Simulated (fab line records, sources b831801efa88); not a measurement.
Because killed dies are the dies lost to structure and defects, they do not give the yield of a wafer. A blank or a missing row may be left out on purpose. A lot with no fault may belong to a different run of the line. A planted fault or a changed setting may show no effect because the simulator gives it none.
fab line records | flow sky130
record: lots: 13 | wafers: 39 | last_day: 51
route steps=708 shown NWELL@34 VT_ADJUST_HVTP@92 PAD_OPEN@708
lots untouched by any fault: they come from a run of this same line in which no faults occurred
start_h: start of the lot's first displayed wafer, in hours after the record's first day | wait_h: hours elapsed since this lot's preceding step | " identical to the entry in the row above | L1.1+2: a row that stands for several wafers | - no value, or no start was given | * or withheld: withheld | < > ~ a bound
route shown NAME@n: names a module that has steps shown in the file, with the first one's number in the route | usual: the fault-free wafers' mean and standard deviation | same: alike in all rows | chamber/n: place in a boat | sites: each site's reading | _std_site: the standard deviation of these | _edge_site: outer sites' mean less inner sites' | radius_mm: how far each site lies from the wafer's centre | mask NAME#n: copy n | behind: tool/chamber where the wafer was last shaped | hold: reason for holding the lot/hours on hold/outcome of the hold | device: transistor that didn't switch, given as n, p or np | end of line: tests of these same wafers at the route's end | for a step that has no rows: nothing shown but its recipe | killed: count of dies lost to structure and defects at first sort (not the wafer's yield) | map: dies across one wafer; x = killed, . = not, _ = none there
set.NAME: the setting that was run; set.NAME@STEP: the one run at that earlier step | model.NAME: the simulator's own value behind a step, which no gauge read
route steps across a sampled set of lots; one table per step, one row per wafer
services: the hour from which a tool's chamber was out of use, counted from the record's first day as start_h (under 0 if before that day), plus the number of hours and why
== steps ==
step: SKY_NWELL_THK_MEAS_02
recipe: reads: SiO2_of_NWELL_OXIDATION_01
usual: NWELL_OXIDATION_THK: 9.93/0.2
lot.wafer | tool          | chamber | start_h | wait_h | NWELL_OXIDATION_THK[nm]
L884.2    | film_metro-03 | -       | 44.26   | 0.0    | 9.92
L884.3    | "             | -       | "       | "      | 9.85
L884.4    | "             | -       | "       | "      | 10.02
L888.1    | film_metro-01 | -       | 62.31   | 0.0    | 9.45
L888.4    | "             | -       | "       | "      | 9.52
L888.5    | "             | -       | "       | "      | 9.64
L891.1    | film_metro-01 | -       | 75.43   | 0.0    | 9.86
L891.4    | "             | -       | "       | "      | 9.89
L891.6    | "             | -       | "       | "      | 9.73
L892.1    | film_metro-01 | -       | 79.28   | 0.0    | 9.79
L892.2    | "             | -       | "       | "      | 9.77
L892.6    | "             | -       | "       | "      | 9.80
L893.1    | film_metro-03 | -       | 87.61   | 0.0    | 10.03
L893.2    | "             | -       | "       | "      | 9.83
L893.6    | "             | -       | "       | "      | 9.98
L897.1    | film_metro-03 | -       | 109.92  | 0.0    | 9.89
L897.4    | "             | -       | "       | "      | 9.91
L897.5    | "             | -       | "       | "      | 10.09
L900.3    | film_metro-03 | -       | 124.44  | 0.0    | 10.02
L900.4    | "             | -       | "       | "      | 10.01
L900.5    | "             | -       | "       | "      | 9.84
L901.2    | film_metro-04 | -       | 126.39  | 0.0    | 10.05
L901.3    | "             | -       | "       | "      | 10.32
L901.5    | "             | -       | "       | "      | 10.01
L902.1    | film_metro-04 | -       | 132.36  | 0.0    | 9.82
L902.2    | "             | -       | "       | "      | 9.83
L902.6    | "             | -       | "       | "      | 9.59
L903.1    | film_metro-04 | -       | 139.20  | 0.0    | 10.28
L903.5    | "             | -       | "       | "      | 9.99
L903.6    | "             | -       | "       | "      | 10.10
L904.2    | film_metro-04 | -       | 143.28  | 0.0    | 10.12
L904.4    | "             | -       | "       | "      | 10.02
L904.5    | "             | -       | "       | "      | 10.13
L905.1    | film_metro-04 | -       | 149.02  | 0.0    | 10.07
L905.2    | "             | -       | "       | "      | 9.93
L905.4    | "             | -       | "       | "      | 10.26
L907.1    | film_metro-01 | -       | 158.03  | 0.0    | 10.12
L907.2    | "             | -       | "       | "      | 10.08
L907.4    | "             | -       | "       | "      | 9.96
step: SKY_NWELL_IMPLANT_24
recipe: species: B | energy_kev: 140 | dose_cm2: 9.2e+12 | tilt_deg: withheld
usual: dose_ions_cm2: 9.201e+12/1e+10 | faraday_current_uA: 51.8/1.1
lot.wafer | tool         | chamber | start_h | wait_h | dose_ions_cm2 | faraday_current_uA
L884.2    | implanter-04 | 0       | 116.99  | 0.0    | 9.194e+12     | 50.6
L884.3    | "            | 0       | "       | "      | 9.207e+12     | 49.2
L884.4    | "            | 0       | "       | "      | 9.205e+12     | 52.0
L888.1    | implanter-02 | 0       | 136.47  | 0.0    | 9.212e+12     | 53.4
L888.4    | "            | 0       | "       | "      | 9.207e+12     | 51.7
L888.5    | "            | 0       | "       | "      | 9.212e+12     | 51.1
L891.1    | implanter-01 | 0       | 151.31  | 0.0    | 5.5879e+13    | 315.0
L891.4    | "            | 0       | "       | "      | 5.5866e+13    | 304.9
L891.6    | "            | 0       | "       | "      | 5.5869e+13    | 336.7
L892.1    | implanter-01 | 0       | 154.92  | 0.0    | 5.5859e+13    | 319.4
L892.2    | "            | 0       | "       | "      | 5.5853e+13    | 318.0
L892.6    | "            | 0       | "       | "      | 5.5858e+13    | 322.8
L893.1    | implanter-01 | 0       | 164.77  | 0.0    | 5.5878e+13    | 306.9
L893.2    | "            | 0       | "       | "      | 5.5863e+13    | 313.4
L893.6    | "            | 0       | "       | "      | 5.5874e+13    | 319.3
L897.1    | implanter-02 | 0       | 193.29  | 0.0    | 9.198e+12     | 50.5
L897.4    | "            | 0       | "       | "      | 9.213e+12     | 52.1
L897.5    | "            | 0       | "       | "      | 9.203e+12     | 52.1
L900.3    | implanter-04 | 0       | 208.77  | 0.1    | 9.179e+12     | 51.3
L900.4    | "            | 0       | "       | "      | 9.194e+12     | 51.7
L900.5    | "            | 0       | "       | "      | 9.196e+12     | 52.2
L901.2    | implanter-04 | 0       | 210.90  | 0.0    | 9.209e+12     | 52.0
L901.3    | "            | 0       | "       | "      | 9.206e+12     | 51.5
L901.5    | "            | 0       | "       | "      | 9.212e+12     | 50.9
L902.1    | implanter-04 | 0       | 218.94  | 0.0    | 9.207e+12     | 51.1
L902.2    | "            | 0       | "       | "      | 9.195e+12     | 51.9
L902.6    | "            | 0       | "       | "      | 9.205e+12     | 51.2
L903.1    | implanter-01 | 0       | 226.82  | 0.0    | 9.208e+12     | 51.9
L903.5    | "            | 0       | "       | "      | 9.208e+12     | 51.6
L903.6    | "            | 0       | "       | "      | 9.203e+12     | 51.7
L904.2    | implanter-02 | 0       | 229.52  | 0.0    | 9.196e+12     | 52.7
L904.4    | "            | 0       | "       | "      | 9.187e+12     | 50.9
L904.5    | "            | 0       | "       | "      | 9.188e+12     | 52.2
L905.1    | implanter-02 | 0       | 237.97  | 0.0    | 9.204e+12     | 49.6
L905.2    | "            | 0       | "       | "      | 9.199e+12     | 51.6
L905.4    | "            | 0       | "       | "      | 9.213e+12     | 51.2
L907.1    | implanter-01 | 0       | 249.64  | 0.0    | 9.21e+12      | 51.6
L907.2    | "            | 0       | "       | "      | 9.2e+12       | 52.3
L907.4    | "            | 0       | "       | "      | 9.207e+12     | 49.9
step: SKY_NWELL_TW_MEAS_26
usual: NWELL_2_TW: 495/7
lot.wafer | tool          | chamber | start_h | wait_h | NWELL_2_TW
L884.2    | film_metro-04 | -       | 117.22  | 0.1    | 503
L884.3    | "             | -       | "       | "      | 501
L884.4    | "             | -       | "       | "      | 501
L888.1    | film_metro-04 | -       | 136.72  | 0.1    | 498
L888.4    | "             | -       | "       | "      | 504
L888.5    | "             | -       | "       | "      | 502
L891.1    | film_metro-01 | -       | 151.56  | 0.1    | 860
L891.4    | "             | -       | "       | "      | 865
L891.6    | "             | -       | "       | "      | 866
L892.1    | film_metro-04 | -       | 155.17  | 0.1    | 886
L892.2    | "             | -       | "       | "      | 888
L892.6    | "             | -       | "       | "      | 898
L893.1    | film_metro-04 | -       | 165.02  | 0.1    | 892
L893.2    | "             | -       | "       | "      | 897
L893.6    | "             | -       | "       | "      | 892
L897.1    | film_metro-01 | -       | 193.54  | 0.1    | 489
L897.4    | "             | -       | "       | "      | 490
L897.5    | "             | -       | "       | "      | 490
L900.3    | film_metro-01 | -       | 208.99  | 0.1    | 490
L900.4    | "             | -       | "       | "      | 490
L900.5    | "             | -       | "       | "      | 487
L901.2    | film_metro-03 | -       | 211.13  | 0.1    | 488
L901.3    | "             | -       | "       | "      | 487
L901.5    | "             | -       | "       | "      | 490
L902.1    | film_metro-01 | -       | 219.19  | 0.1    | 492
L902.2    | "             | -       | "       | "      | 491
L902.6    | "             | -       | "       | "      | 494
L903.1    | film_metro-04 | -       | 227.07  | 0.1    | 506
L903.5    | "             | -       | "       | "      | 504
L903.6    | "             | -       | "       | "      | 503
L904.2    | film_metro-03 | -       | 229.75  | 0.1    | 488
L904.4    | "             | -       | "       | "      | 489
L904.5    | "             | -       | "       | "      | 485
L905.1    | film_metro-04 | -       | 238.22  | 0.1    | 500
L905.2    | "             | -       | "       | "      | 505
L905.4    | "             | -       | "       | "      | 503
L907.1    | film_metro-03 | -       | 249.89  | 0.1    | 490
L907.2    | "             | -       | "       | "      | 487
L907.4    | "             | -       | "       | "      | 488
step: SKY_NWELL_RS_MEAS_29
recipe: thk_meas_gauge: four-point-probe
usual: NWELL_RS: 624.8/1.7
lot.wafer | tool          | chamber | start_h | wait_h | NWELL_RS[ohm/sq]
L884.2    | film_metro-03 | -       | 117.49  | 0.1    | 626.4
L884.3    | "             | -       | "       | "      | 626.7
L884.4    | "             | -       | "       | "      | 625.9
L888.1    | film_metro-03 | -       | 136.94  | 0.1    | 625.7
L888.4    | "             | -       | "       | "      | 626.6
L888.5    | "             | -       | "       | "      | 626.6
L891.1    | film_metro-03 | -       | 151.77  | 0.1    | 623.4
L891.4    | "             | -       | "       | "      | 622.7
L891.6    | "             | -       | "       | "      | 623.2
L892.1    | film_metro-03 | -       | 155.44  | 0.1    | 625.6
L892.2    | "             | -       | "       | "      | 626.1
L892.6    | "             | -       | "       | "      | 626.7
L893.1    | film_metro-04 | -       | 165.24  | 0.1    | 623.7
L893.2    | "             | -       | "       | "      | 627.0
L893.6    | "             | -       | "       | "      | 624.7
L897.1    | film_metro-01 | -       | 193.76  | 0.1    | 624.4
L897.4    | "             | -       | "       | "      | 625.9
L897.5    | "             | -       | "       | "      | 623.6
L900.3    | film_metro-04 | -       | 209.24  | 0.1    | 623.6
L900.4    | "             | -       | "       | "      | 624.3
L900.5    | "             | -       | "       | "      | 625.8
L901.2    | film_metro-01 | -       | 211.35  | 0.1    | 626.1
L901.3    | "             | -       | "       | "      | 623.9
L901.5    | "             | -       | "       | "      | 627.2
L902.1    | film_metro-03 | -       | 219.41  | 0.1    | 623.2
L902.2    | "             | -       | "       | "      | 623.5
L902.6    | "             | -       | "       | "      | 622.2
L903.1    | film_metro-01 | -       | 227.29  | 0.1    | 628.5
L903.5    | "             | -       | "       | "      | 627.5
L903.6    | "             | -       | "       | "      | 628.8
L904.2    | film_metro-04 | -       | 230.08  | 0.2    | 623.6
L904.4    | "             | -       | "       | "      | 625.7
L904.5    | "             | -       | "       | "      | 621.8
L905.1    | film_metro-03 | -       | 238.44  | 0.1    | 625.3
L905.2    | "             | -       | "       | "      | 623.2
L905.4    | "             | -       | "       | "      | 622.8
L907.1    | film_metro-04 | -       | 250.10  | 0.1    | 623.9
L907.2    | "             | -       | "       | "      | 623.4
L907.4    | "             | -       | "       | "      | 621.1
step: SKY_VT_ADJUST_HVTP_CD_MEAS_07
recipe: target_cd_nm: 380
usual: cd_nm: 379.3/2.5
lot.wafer | tool      | chamber | start_h | wait_h | cd_nm
L884.2    | cd_sem-01 | -       | 137.39  | 0.1    | 377.1
L884.3    | "         | -       | "       | "      | 376.4
L884.4    | "         | -       | "       | "      | 377.3
L888.1    | cd_sem-02 | -       | 157.11  | 0.1    | 384.3
L888.4    | "         | -       | "       | "      | 382.9
L888.5    | "         | -       | "       | "      | 381.9
L891.1    | cd_sem-02 | -       | 172.79  | 0.1    | 381.8
L891.4    | "         | -       | "       | "      | 380.3
L891.6    | "         | -       | "       | "      | 380.7
L892.1    | cd_sem-01 | -       | 176.19  | 0.1    | 379.2
L892.2    | "         | -       | "       | "      | 378.2
L892.6    | "         | -       | "       | "      | 376.4
L893.1    | cd_sem-02 | -       | 186.19  | 0.1    | 379.3
L893.2    | "         | -       | "       | "      | 380.5
L893.6    | "         | -       | "       | "      | 380.9
L897.1    | cd_sem-02 | -       | 216.44  | 0.1    | 379.0
L897.4    | "         | -       | "       | "      | 378.6
L897.5    | "         | -       | "       | "      | 380.5
L900.3    | cd_sem-01 | -       | 232.63  | 0.1    | 374.5
L900.4    | "         | -       | "       | "      | 374.6
L900.5    | "         | -       | "       | "      | 374.1
L901.2    | cd_sem-01 | -       | 234.29  | 0.1    | 382.1
L901.3    | "         | -       | "       | "      | 383.0
L901.5    | "         | -       | "       | "      | 380.2
L902.1    | cd_sem-02 | -       | 242.71  | 0.1    | 382.0
L902.2    | "         | -       | "       | "      | 380.9
L902.6    | "         | -       | "       | "      | 384.0
L903.1    | cd_sem-01 | -       | 251.61  | 0.1    | 380.0
L903.5    | "         | -       | "       | "      | 379.5
L903.6    | "         | -       | "       | "      | 382.4
L904.2    | cd_sem-01 | -       | 254.19  | 0.1    | 376.8
L904.4    | "         | -       | "       | "      | 379.8
L904.5    | "         | -       | "       | "      | 378.6
L905.1    | cd_sem-01 | -       | 262.72  | 0.1    | 378.9
L905.2    | "         | -       | "       | "      | 381.3
L905.4    | "         | -       | "       | "      | 379.4
L907.1    | cd_sem-01 | -       | 273.44  | 0.1    | 376.3
L907.2    | "         | -       | "       | "      | 376.6
L907.4    | "         | -       | "       | "      | 376.4
step: SKY_PAD_OPEN_PROBE_99
usual: killed_at_M0_to_M3: 43/6.4 | killed_at_M4_up: 3.2/1.8 | killed_at_contacts: 25/5.5 | killed_at_front_end: 16/5.2 | killed_at_other: 0.3/0.49 | killed_dies: 88/10 | killed_on_rim: 17/3.9 | killed_open: 48/7 | killed_short: 40/7.1
same: gross_dies: 492 | killed_at_back_side: 0
lot.wafer | tool      | chamber | start_h | wait_h | killed_at_M0_to_M3 | killed_at_M4_up | killed_at_contacts | killed_at_front_end | killed_at_other | killed_dies | killed_on_rim | killed_open | killed_short
L891.1    | prober-02 | -       | 1136.94 | 0.1    | 47                 | 6               | 28                 | 20                  | 1               | 102         | 19            | 52          | 50
L891.4    | prober-02 | -       | 1137.09 | 0.2    | 41                 | 5               | 24                 | 21                  | 0               | 91          | 19            | 45          | 46
L891.6    | prober-02 | -       | 1137.19 | 0.2    | 49                 | 4               | 25                 | 13                  | 1               | 92          | 20            | 46          | 46
L892.1    | prober-01 | -       | 1140.17 | 0.1    | 43                 | 1               | 19                 | 21                  | 1               | 85          | 12            | 43          | 42
L892.2    | prober-01 | -       | 1140.22 | 0.1    | 42                 | 3               | 16                 | 15                  | 0               | 76          | 15            | 40          | 36
L892.6    | prober-01 | -       | 1140.42 | 0.2    | 49                 | 4               | 17                 | 17                  | 0               | 87          | 16            | 36          | 51
L893.1    | prober-02 | -       | 1150.15 | 0.1    | 48                 | 2               | 25                 | 15                  | 0               | 90          | 13            | 48          | 42
L893.2    | prober-02 | -       | 1150.20 | 0.1    | 57                 | 5               | 34                 | 12                  | 1               | 109         | 18            | 56          | 53
L893.6    | prober-02 | -       | 1150.40 | 0.2    | 41                 | 3               | 24                 | 13                  | 0               | 81          | 19            | 48          | 33
L897.1    | prober-01 | -       | 1174.35 | 0.1    | 46                 | 3               | 23                 | 7                   | 1               | 80          | 11            | 48          | 32
L897.4    | prober-01 | -       | 1174.50 | 0.2    | 38                 | 3               | 37                 | 23                  | 1               | 102         | 20            | 58          | 44
L897.5    | prober-01 | -       | 1174.55 | 0.2    | 36                 | 3               | 27                 | 15                  | 1               | 82          | 21            | 43          | 39
L900.3    | prober-02 | -       | 1185.67 | 0.2    | 49                 | 5               | 18                 | 19                  | 1               | 92          | 17            | 43          | 49
L900.4    | prober-02 | -       | 1185.72 | 0.2    | 40                 | 6               | 13                 | 10                  | 0               | 69          | 14            | 34          | 35
L900.5    | prober-02 | -       | 1185.77 | 0.2    | 51                 | 3               | 19                 | 15                  | 1               | 89          | 19            | 39          | 50
L901.2    | prober-01 | -       | 1188.40 | 0.1    | 49                 | 6               | 15                 | 23                  | 0               | 93          | 15            | 51          | 42
L901.3    | prober-01 | -       | 1188.45 | 0.2    | 39                 | 4               | 24                 | 24                  | 0               | 91          | 14            | 49          | 42
L901.5    | prober-01 | -       | 1188.55 | 0.2    | 49                 | 3               | 26                 | 20                  | 0               | 98          | 19            | 59          | 39
L905.1    | prober-02 | -       | 1210.25 | 0.1    | 33                 | 2               | 22                 | 13                  | 0               | 70          | 22            | 35          | 35
L905.2    | prober-02 | -       | 1210.30 | 0.1    | 41                 | 1               | 21                 | 10                  | 0               | 73          | 9             | 41          | 32
L905.4    | prober-02 | -       | 1210.40 | 0.2    | 40                 | 1               | 21                 | 17                  | 0               | 79          | 24            | 51          | 28
killed by level:class
L891.1 CONTACT:geometric_particle:short=10 VIA3:geometric_particle:open=10 METAL1:geometric_particle:short=8 VIA1:geometric_particle:open=8 CONTACT:geometric_particle:open=8 VIA2:geometric_particle:open=6 LOCAL_INTERCONNECT:geometric_particle:short=5 FIELD_ISO:geometric_particle:open=4
L891.4 CONTACT:geometric_particle:open=10 VIA1:geometric_particle:open=8 POLY_GATE:geometric_particle:short=6 LI_CONTACT:geometric_particle:open=6 METAL1:geometric_particle:short=6 METAL2:geometric_particle:short=5 VIA1:geometric_particle:short=5 VIA2:geometric_particle:open=5
L891.6 VIA1:geometric_particle:open=12 METAL2:geometric_particle:short=10 CONTACT:geometric_particle:open=8 LI_CONTACT:geometric_particle:open=7 VIA3:geometric_particle:open=6 POLY_GATE:geometric_particle:short=5 CONTACT:geometric_particle:short=5 VIA2:geometric_particle:open=5
L892.1 VIA1:geometric_particle:open=11 POLY_GATE:geometric_particle:short=6 LI_CONTACT:geometric_particle:open=6 METAL1:geometric_particle:short=6 VIA1:geometric_particle:short=5 FIELD_ISO:geometric_particle:open=4 CONTACT:geometric_particle:short=4 CONTACT:geometric_particle:open=4
L892.2 VIA1:geometric_particle:open=11 LOCAL_INTERCONNECT:geometric_particle:short=6 CONTACT:geometric_particle:open=6 VIA3:geometric_particle:open=5 METAL1:geometric_particle:short=5 CONTACT:geometric_particle:short=4 FIELD_ISO:geometric_particle:open=4 FIELD_ISO:geometric_particle:short=4
L892.6 METAL1:geometric_particle:short=11 VIA1:geometric_particle:open=8 POLY_GATE:geometric_particle:short=6 VIA1:geometric_particle:short=6 METAL2:geometric_particle:short=5 VIA3:geometric_particle:open=5 LI_CONTACT:geometric_particle:open=4 LOCAL_INTERCONNECT:geometric_particle:short=4
L893.1 VIA1:geometric_particle:open=12 VIA2:geometric_particle:open=8 POLY_GATE:geometric_particle:short=7 LI_CONTACT:geometric_particle:open=7 LOCAL_INTERCONNECT:geometric_particle:short=7 CONTACT:geometric_particle:open=5 METAL1:geometric_particle:short=5 METAL2:geometric_particle:short=5
L893.2 VIA1:geometric_particle:open=14 LI_CONTACT:geometric_particle:open=9 METAL2:geometric_particle:short=9 VIA3:geometric_particle:open=8 LI_CONTACT:geometric_particle:short=7 LOCAL_INTERCONNECT:geometric_particle:short=7 METAL1:geometric_particle:short=7 CONTACT:geometric_particle:open=6
L893.6 VIA1:geometric_particle:open=9 CONTACT:geometric_particle:open=8 LI_CONTACT:geometric_particle:open=7 FIELD_ISO:geometric_particle:open=6 CONTACT:geometric_particle:short=6 VIA2:geometric_particle:open=6 VIA3:geometric_particle:open=6 VIA1:geometric_particle:short=5
L897.1 VIA1:geometric_particle:open=16 LI_CONTACT:geometric_particle:open=10 VIA2:geometric_particle:open=8 METAL2:geometric_particle:short=7 CONTACT:geometric_particle:open=6 FIELD_ISO:geometric_particle:open=3 LI_CONTACT:geometric_particle:short=3 LOCAL_INTERCONNECT:geometric_particle:short=3
L897.4 CONTACT:geometric_particle:open=15 LI_CONTACT:geometric_particle:open=11 FIELD_ISO:geometric_particle:short=9 VIA3:geometric_particle:open=9 FIELD_ISO:geometric_particle:open=6 CONTACT:geometric_particle:short=6 VIA1:geometric_particle:open=6 VIA1:geometric_particle:short=5
L897.5 CONTACT:geometric_particle:open=11 METAL1:geometric_particle:short=9 VIA1:geometric_particle:open=7 CONTACT:geometric_particle:short=5 VIA2:geometric_particle:open=5 POLY_GATE:geometric_particle:open=4 LI_CONTACT:geometric_particle:open=4 METAL2:geometric_particle:short=4
L900.3 VIA1:geometric_particle:open=8 VIA2:geometric_particle:open=8 CONTACT:geometric_particle:open=6 METAL1:geometric_particle:short=6 FIELD_ISO:geometric_particle:short=5 VIA2:geometric_particle:short=5 METAL2:geometric_particle:short=5 VIA3:geometric_particle:open=5
L900.4 CONTACT:geometric_particle:open=6 METAL1:geometric_particle:short=5 VIA1:geometric_particle:short=5 METAL2:geometric_particle:short=4 VIA2:geometric_particle:open=4 METAL3:geometric_particle:short=4 FIELD_ISO:geometric_particle:open=3 METAL4:geometric_particle:short=3
L900.5 VIA2:geometric_particle:open=9 METAL1:geometric_particle:short=7 VIA1:geometric_particle:open=7 METAL2:geometric_particle:short=7 LOCAL_INTERCONNECT:geometric_particle:short=6 VIA3:geometric_particle:open=6 FIELD_ISO:geometric_particle:short=5 CONTACT:geometric_particle:open=5
L901.2 VIA2:geometric_particle:open=10 VIA1:geometric_particle:open=9 METAL1:geometric_particle:short=9 FIELD_ISO:geometric_particle:open=8 POLY_GATE:geometric_particle:open=5 LI_CONTACT:geometric_particle:open=5 METAL3:geometric_particle:short=5 CONTACT:geometric_particle:open=4
L901.3 VIA1:geometric_particle:open=11 LI_CONTACT:geometric_particle:open=6 CONTACT:geometric_particle:open=6 FIELD_ISO:geometric_particle:short=5 FIELD_ISO:geometric_particle:open=5 POLY_GATE:geometric_particle:short=5 METAL1:geometric_particle:short=5 LOCAL_INTERCONNECT:geometric_particle:short=5
L901.5 VIA1:geometric_particle:open=14 LI_CONTACT:geometric_particle:open=12 METAL1:geometric_particle:short=10 CONTACT:geometric_particle:open=7 FIELD_ISO:geometric_particle:short=5 POLY_GATE:geometric_particle:open=5 VIA2:geometric_particle:open=5 FIELD_ISO:geometric_particle:open=4
L905.1 FIELD_ISO:geometric_particle:open=6 CONTACT:geometric_particle:short=6 LI_CONTACT:geometric_particle:open=5 VIA1:geometric_particle:open=5 CONTACT:geometric_particle:open=4 METAL2:geometric_particle:short=4 VIA3:geometric_particle:short=4 METAL3:geometric_particle:short=4
L905.2 CONTACT:geometric_particle:open=8 VIA1:geometric_particle:open=8 METAL1:geometric_particle:short=7 VIA2:geometric_particle:open=7 VIA3:geometric_particle:open=6 LI_CONTACT:geometric_particle:short=5 METAL3:geometric_particle:short=4 VIA3:geometric_particle:short=4
L905.4 VIA2:geometric_particle:open=11 CONTACT:geometric_particle:open=9 FIELD_ISO:geometric_particle:open=7 LOCAL_INTERCONNECT:geometric_particle:short=5 METAL2:geometric_particle:open=5 METAL1:geometric_particle:short=4 LI_CONTACT:geometric_particle:open=4 VIA1:geometric_particle:open=4
== services ==
tool         | chamber | start_h | hours | kind
implanter-02 | -       | 110.73  | 5.5   | pm
implanter-04 | -       | 128.53  | 3.4   | repair
implanter-04 | -       | 130.70  | 7.0   | repair
implanter-02 | -       | 144.88  | 14.3  | pm
implanter-04 | -       | 184.62  | 7.5   | pm
implanter-02 | -       | 200.59  | 13.8  | repair
implanter-01 | -       | 233.34  | 5.4   | pm
implanter-04 | -       | 245.38  | 3.8   | repair
== key ==
first_sign: step: SKY_NWELL_IMPLANT_24 | reading: dose_ions_cm2 | direction: up | sigmas: 99+ | usual: * | struck: *
effect: step: SKY_NWELL_IMPLANT_24 | reading: faraday_current_uA | direction: up | sigmas: 99+ | usual: 51.8 | struck: 317.4
effect: step: SKY_NWELL_TW_MEAS_26 | reading: NWELL_2_TW | direction: up | sigmas: 56 | usual: 495 | struck: 883
met_at SKY_NWELL_IMPLANT_24
struck_lots L891,L892,L893
tester_left_out L891,L892,L893
not_acting_at SKY_NWELL_THK_MEAS_02,SKY_NWELL_RS_MEAS_29,SKY_VT_ADJUST_HVTP_CD_MEAS_07
fault: kind: process_parameter_drift | tool: implanter-01 | chamber: - | onset_h: 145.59 | steps: SKY_NWELL_IMPLANT_24 | channel: dose_cm2 | offset: * | shape: step | end_h: 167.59 | acts_in: * | stated: *
tester_left_out: of these lots the tester's yield and bins aren't shown, on N5 and GAA mostly nor the transistor test; their killed dies are dies lost to structure and defects alone, not to doping, threshold or leakage, so they don't give the yield
